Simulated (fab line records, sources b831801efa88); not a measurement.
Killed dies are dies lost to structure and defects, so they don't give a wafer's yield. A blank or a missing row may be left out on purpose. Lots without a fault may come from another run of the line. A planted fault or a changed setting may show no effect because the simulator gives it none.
Chamber matching | flow sky130 | SKY_CONTACT_CMP_27 on cmp-01: 4 sister chambers
The step polishes, stops on SiO2, t overpolish 15 s, target thk 0 nm. 8 wafers are shown with their chamber, then 7 later ones without.

WAFERS WITH THEIR CHAMBER
wafer  | chamber | motor_current_A (A) | edge_zone_pressure_frac
L245.2 | 1       | 10.8                | 1.008
L245.4 | 3       | 9.3                 | 0.994
L246.6 | 3       | 9.4                 | 0.996
L248.6 | 1       | 11.4                | 1.007
L249.1 | 2       | 13.3                | 0.999
L249.5 | 0       | 11.2                | 1.000
L252.3 | 0       | 10.9                | 0.993
L252.4 | 2       | 12.9                | 1.000

WAFERS WITHOUT THEIR CHAMBER
wafer  | motor_current_A (A) | edge_zone_pressure_frac
L252.5 | 9.6                 | 0.993
L255.2 | 13.3                | 0.993
L255.3 | 11.3                | 1.002
L255.5 | 13.7                | 0.999
L256.1 | 9.6                 | 1.002
L256.5 | 11.0                | 0.999
L256.6 | 13.2                | 0.995

WHICH CHAMBER EACH WENT THROUGH
wafer  | from the rows above     | in truth
L252.5 | 3                       | 3
L255.2 | 2                       | 2
L255.3 | can't be placed: 1 or 0 | 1
L255.5 | 2                       | 2
L256.1 | 3                       | 3
L256.5 | 0                       | 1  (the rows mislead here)
L256.6 | 2                       | 2
Placed correctly: 5 of 7. Can't be placed from these rows: 1 (the true chamber is among the candidates in 1). Placed wrongly: 1.
How it was worked out, from the rows above alone: a wafer's distance from a chamber is the root of the sum, over the readings, of the square of ((its reading less the chamber's mean) divided by the reading's scatter). The wafer belongs to the nearest chamber; if the next one is less than 2 further off, it can't be placed. A chamber's mean is the mean of its shown wafers. The scatter: the root of (the sum of the squares of (reading less its chamber's mean) over the shown wafers, divided by (wafers less chambers)).
